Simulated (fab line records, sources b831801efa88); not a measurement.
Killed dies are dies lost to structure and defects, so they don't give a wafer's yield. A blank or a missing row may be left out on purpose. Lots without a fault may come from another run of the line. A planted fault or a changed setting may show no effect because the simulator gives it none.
fab line records | flow sky130 | part 2 of 2: steps 32 to 44 of 44
record lots=5 wafers=15 last_day=49
route steps=708 shown LDD_LDN@289 SPACER@304 POLY_CUT@307 SD_P@320 RES_XHIGH@332
lots that met no fault: from a run of the same line without faults
start_h: hours from the record's first day to the start of the lot's first wafer shown | wait_h: hours since the lot's step before | " the same as in the row above | L1.1+2: a row that stands for several wafers | - no value, or no start given | * or withheld: withheld | < > ~ a bound
route shown NAME@n: a module of which the file shows steps, and the number in the route of the first | usual: mean/standard deviation of fault-free wafers | same: alike in all rows | chamber/n: place in a boat | sites: the reading at each site | _std_site: their standard deviation | _edge_site: outer sites' mean less inner sites' | radius_mm: how far each site lies from the wafer's centre | mask NAME#n: copy n | behind: the tool/chamber that last shaped the wafer | hold: why the lot was held/for how many hours/how that ended | device: the transistor (n, p or np) that didn't switch | end of line: the same wafers' tests at the end of the route | a step without rows: its recipe alone | killed: dies lost to structure and defects at the first sort, not the wafer's yield | map: a wafer's dies, x killed, . not, _ none there
set.NAME: the setting as run; set.NAME@STEP: as run at that earlier step | model.NAME: the simulator's own value behind a step, which no gauge read
lots at some steps of the route; a table a step, a row a wafer
services: from which hour (start_h, from the record's first day; less than 0 if before it) a tool's chamber was out of use, for how many hours, and why
## steps
# step SKY_SD_P_DEHYDRATE_00
# recipe temp_c=200 time_s=60
# columns lot.wafer tool chamber start_h wait_h
L074.3+4+6 litho_track-04 0 568.96 14.4
L085.2+3+4 litho_track-01 0 682.96 13.0
L089.2+3+6 litho_track-01 0 695.56 13.3
L090.4+5+6 litho_track-03 0 712.78 13.1
L092.3+4+6 litho_track-03 0 723.81 13.9
# step SKY_SD_P_HMDS_01
# recipe prime_time_s=60 prime_temp_c=120
# columns lot.wafer tool chamber start_h wait_h
L074.3+4+6 litho_track-04 0 569.11 0.1
L085.2+3+4 litho_track-01 0 683.11 0.1
L089.2+3+6 litho_track-01 0 695.71 0.1
L090.4+5+6 litho_track-03 0 712.93 0.1
L092.3+4+6 litho_track-03 0 723.96 0.1
# step SKY_SD_P_COAT_02
# recipe resist=NOVOLAK spin_rpm=3000 resist_thk_nm=1140
# columns lot.wafer tool chamber start_h wait_h
L074.3+4+6 litho_track-04 0 569.26 0.1
L085.2+3+4 litho_track-01 0 683.26 0.1
L089.2+3+6 litho_track-01 0 695.86 0.1
L090.4+5+6 litho_track-03 0 713.08 0.1
L092.3+4+6 litho_track-03 0 724.11 0.1
# step SKY_SD_P_SOFTBAKE_03
# recipe temp_c=90 time_s=60 resist=NOVOLAK
# columns lot.wafer tool chamber start_h wait_h
L074.3+4+6 litho_track-04 0 569.41 0.1
L085.2+3+4 litho_track-01 0 683.41 0.1
L089.2+3+6 litho_track-01 0 696.01 0.1
L090.4+5+6 litho_track-03 0 713.23 0.1
L092.3+4+6 litho_track-03 0 724.26 0.1
# step SKY_SD_P_EXPOSE_04
# recipe mask_id=PSDM na=0.6 source_shape=conventional sigma_outer=0.6 polarization=unpolarized target_cd_nm=380 dose_mj=138
# usual reticle_temp_C=22.96/0.11
# columns lot.wafer tool chamber start_h wait_h mask reticle_temp_C
L074.3 iline_stepper-01 0 - - PSDM#0 23.25
L074.4 " 0 " " PSDM#0 23.04
L074.6 " 0 " " PSDM#0 23.03
L085.2 iline_stepper-02 0 - - PSDM#0 23.01
L085.3 " 0 " " PSDM#0 23.10
L085.4 " 0 " " PSDM#0 23.11
L089.2 iline_stepper-01 0 - - PSDM#0 22.86
L089.3 " 0 " " PSDM#0 23.01
L089.6 " 0 " " PSDM#0 22.86
L090.4 iline_stepper-02 0 - - PSDM#0 22.80
L090.5 " 0 " " PSDM#0 22.90
L090.6 " 0 " " PSDM#0 23.00
L092.3 iline_stepper-01 0 - - PSDM#0 22.86
L092.4 " 0 " " PSDM#0 22.89
L092.6 " 0 " " PSDM#0 22.98
# step SKY_SD_P_PEB_05
# recipe temp_c=withheld time_s=* resist=NOVOLAK
# columns lot.wafer tool chamber start_h wait_h
L074.3+4+6 litho_track-03 0 - -
L085.2+3+4 litho_track-04 0 - -
L089.2+3+6 litho_track-01 0 - -
L090.4+5+6 litho_track-01 0 - -
L092.3+4+6 litho_track-03 0 - -
# step SKY_SD_P_DEVELOP_06
# recipe resist=NOVOLAK developer=TMAH develop_time_s=60 dev_temp_c=23
# columns lot.wafer tool chamber start_h wait_h
L074.3+4+6 litho_track-03 0 583.26 0.1
L085.2+3+4 litho_track-04 0 697.34 0.1
L089.2+3+6 litho_track-01 0 709.56 0.1
L090.4+5+6 litho_track-01 0 726.76 0.1
L092.3+4+6 litho_track-03 0 737.06 0.1
# step SKY_SD_P_CD_MEAS_07
# recipe target_cd_nm=380
# usual cd_nm=381/3.4
# columns lot.wafer tool chamber start_h wait_h cd_nm
L074.3 cd_sem-01 - 583.40 0.1 379
L074.4 " - " " 378
L074.6 " - " " 378
L085.2 cd_sem-02 - 697.48 0.1 386
L085.3 " - " " 384
L085.4 " - " " 387
L089.2 cd_sem-01 - 709.74 0.2 383
L089.3 " - " " 383
L089.6 " - " " 383
L090.4 cd_sem-01 - 726.89 0.1 381
L090.5 " - " " 382
L090.6 " - " " 380
L092.3 cd_sem-02 - 737.20 0.1 379
L092.4 " - " " 380
L092.6 " - " " 380
# step SKY_SD_P_OVL_MEAS_08
# usual SD_P_OVL=-0.8/1.4
# columns lot.wafer tool chamber start_h wait_h SD_P_OVL[nm]
L074.3 overlay-01 - 583.49 0.1 -1.2
L074.4 " - " " -1.0
L074.6 " - " " -1.1
L085.2 overlay-01 - 697.61 0.1 1.6
L085.3 " - " " 0.9
L085.4 " - " " 1.4
L089.2 overlay-01 - 709.85 0.1 -2.5
L089.3 " - " " -0.9
L089.6 " - " " -1.3
L090.4 overlay-01 - 726.97 0.1 -1.1
L090.5 " - " " 0.5
L090.6 " - " " -1.7
L092.3 overlay-01 - 737.29 0.1 -1.3
L092.4 " - " " -2.2
L092.6 " - " " -2.1
# step SKY_SD_P_IMPLANT_09
# recipe species=BF2 energy_kev=20 dose_cm2=3e+15 tilt_deg=0
# usual tilt_deg=0.001/0.018
# columns lot.wafer tool chamber start_h wait_h tilt_deg
L074.3 implanter-04 0 583.56 0.1 0.008
L074.4 " 0 " " 0.013
L074.6 " 0 " " 0.024
L085.2 implanter-04 0 697.67 0.0 0.003
L085.3 " 0 " " 0.000
L085.4 " 0 " " 0.003
L089.2 implanter-04 0 709.90 0.0 -0.019
L089.3 " 0 " " -0.018
L089.6 " 0 " " -0.014
L090.4 implanter-04 0 727.07 0.1 0.025
L090.5 " 0 " " -0.014
L090.6 " 0 " " -0.025
L092.3 implanter-04 0 737.36 0.1 0.009
L092.4 " 0 " " -0.010
L092.6 " 0 " " -0.009
# step SKY_SD_P_STRIP_10
# recipe chemistry=O2/N2 power_w=1400 pressure_mtorr=1500 platen_temp_c=withheld o2_flow_sccm=3000 n2_flow_sccm=300 overash_fraction=0.5
# usual drypump_motor_current_A=5.8/0.35 oes_product_au=0.617/0.0044 strip_time_to_endpoint_s=17.50/0.036
# columns lot.wafer tool chamber start_h wait_h drypump_motor_current_A oes_product_au rf_hours_counter_h strip_time_to_endpoint_s
L074.3 plasma_asher-04 0 583.70 0.1 5.8 0.605 - 17.54
L074.4 " 1 " " 5.3 0.607 - 17.51
L074.6 " 1 " " 5.3 0.616 - 17.49
L085.2 plasma_asher-02 0 697.79 0.1 6.2 0.618 26 17.52
L085.3 " 1 " " 5.5 0.626 - 17.52
L085.4 " 0 " " 6.2 0.616 - 17.47
L089.2 plasma_asher-04 0 710.03 0.1 5.8 0.619 57 17.53
L089.3 " 0 " " 5.8 0.613 - 17.56
L089.6 " 1 " " 5.3 0.616 - 17.53
L090.4 plasma_asher-02 0 727.17 0.1 6.3 0.613 - 17.51
L090.5 " 0 " " 6.2 0.619 - 17.49
L090.6 " 1 " " 5.4 0.621 - 17.46
L092.3 plasma_asher-04 0 737.50 0.1 5.8 0.631 - 17.49
L092.4 " 1 " " 5.4 0.620 - 17.52
L092.6 " 0 " " 5.8 0.616 - 17.48
# step SKY_SD_P_TW_MEAS_11
# usual SD_P_TW=2832/15
# columns lot.wafer tool chamber start_h wait_h SD_P_TW
L074.3 film_metro-02 - 583.78 0.1 2812
L074.4 " - " " 2814
L074.6 " - " " 2818
L085.2 film_metro-04 - 697.90 0.1 2845
L085.3 " - " " 2854
L085.4 " - " " 2844
L089.2 film_metro-04 - 710.14 0.1 2855
L089.3 " - " " 2845
L089.6 " - " " 2850
L090.4 film_metro-02 - 727.28 0.1 2830
L090.5 " - " " 2833
L090.6 " - " " 2823
L092.3 film_metro-01 - 737.58 0.1 2825
L092.4 " - " " 2851
L092.6 " - " " 2831
# step SKY_RES_XHIGH_DEHYDRATE_00
# recipe temp_c=200 time_s=60
# columns lot.wafer tool chamber start_h wait_h
L074.3+4+6 litho_track-02 0 597.80 14.0
L085.2+3+4 litho_track-04 0 710.69 12.8
L089.2+3+6 litho_track-02 0 723.73 13.6
L090.4+5+6 litho_track-03 0 739.83 12.5
L092.3+4+6 litho_track-03 0 750.86 13.3
## services
# columns tool chamber start_h hours kind
rie_diel-03 2 504.10 5.1 repair
implanter-03 - 504.77 22.3 repair
iline_stepper-01 - 513.78 3.3 repair
iline_stepper-01 - 517.09 4.4 pm
plasma_asher-01 - 527.95 4.3 pm
plasma_asher-04 - 528.25 2.8 pm
lpcvd-02 - 530.93 15.6 pm
plasma_asher-04 - 531.01 3.3 repair
rie_diel-03 2 539.82 7.0 repair
implanter-01 - 567.54 2.3 pm
iline_stepper-01 - 602.20 1.7 pm
implanter-04 - 602.59 1.1 repair
implanter-04 - 648.57 1.0 repair
iline_stepper-02 - 652.05 1.7 pm
implanter-04 - 658.35 2.7 pm
implanter-04 - 670.97 8.1 repair
rie_diel-03 0 710.23 3.5 repair
iline_stepper-02 - 724.46 7.8 repair
plasma_asher-01 - 733.75 9.0 pm
rie_diel-03 3 734.24 13.3 repair
iline_stepper-02 - 739.48 0.6 repair
implanter-01 - 739.62 1.9 repair
rie_diel-03 0 739.67 11.4 repair
lpcvd-02 - 745.63 6.1 pm
